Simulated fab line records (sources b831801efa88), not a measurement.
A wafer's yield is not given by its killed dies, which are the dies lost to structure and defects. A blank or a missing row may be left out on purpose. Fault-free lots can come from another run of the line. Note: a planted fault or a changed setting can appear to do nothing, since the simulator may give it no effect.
Chamber matching | flow sky130 | SKY_CAPM_CVD_00 on pecvd-03: 3 sister chambers
The step deposits SiO2, target thk 15.5 nm. 3 wafers are shown with their chamber, then 9 later ones without.

== WAFERS WITH THEIR CHAMBER ==
wafer  | chamber | rf fwd power W (W)
L086.3 | 2       | 443.8
L087.3 | 1       | 443.2
L087.5 | 0       | 436.9

== WAFERS WHOSE CHAMBER IS MISSING ==
wafer  | rf fwd power W (W)
L089.1 | 445.7
L089.3 | 442.8
L089.6 | 441.5
L092.1 | 445.0
L092.2 | 438.1
L092.3 | 439.4
L097.1 | 438.8
L097.3 | 444.0
L097.4 | 439.8

== CHAMBER TAKEN BY EACH ==
wafer  | from the rows above          | in truth
L089.1 | can't be placed: 2 or 1      | 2
L089.3 | can't be placed: 1 or 2      | 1
L089.6 | can't be placed: 1 or 2 or 0 | 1
L092.1 | can't be placed: 2 or 1      | 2
L092.2 | 0                            | 0
L092.3 | can't be placed: 0 or 1 or 2 | 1
L097.1 | can't be placed: 0 or 1 or 2 | 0
L097.3 | can't be placed: 2 or 1      | 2
L097.4 | can't be placed: 0 or 1 or 2 | 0
Correctly placed: 1 of 9. Not placeable from these rows: 8 (in 8, the candidates include the true chamber). 0 placed wrongly.
How it was worked out, from the rows above alone: a wafer's distance from a chamber is the root of the sum, over the readings, of the square of ((its reading less the chamber's mean) divided by the reading's scatter). The wafer belongs to the nearest chamber; if the next one is less than 2 further off, it can't be placed. The mean given for a chamber averages the wafers shown for that chamber. The scatter: with one shown wafer a chamber, the root of the mean of the squares of how far each hidden wafer lies from its nearest shown one.
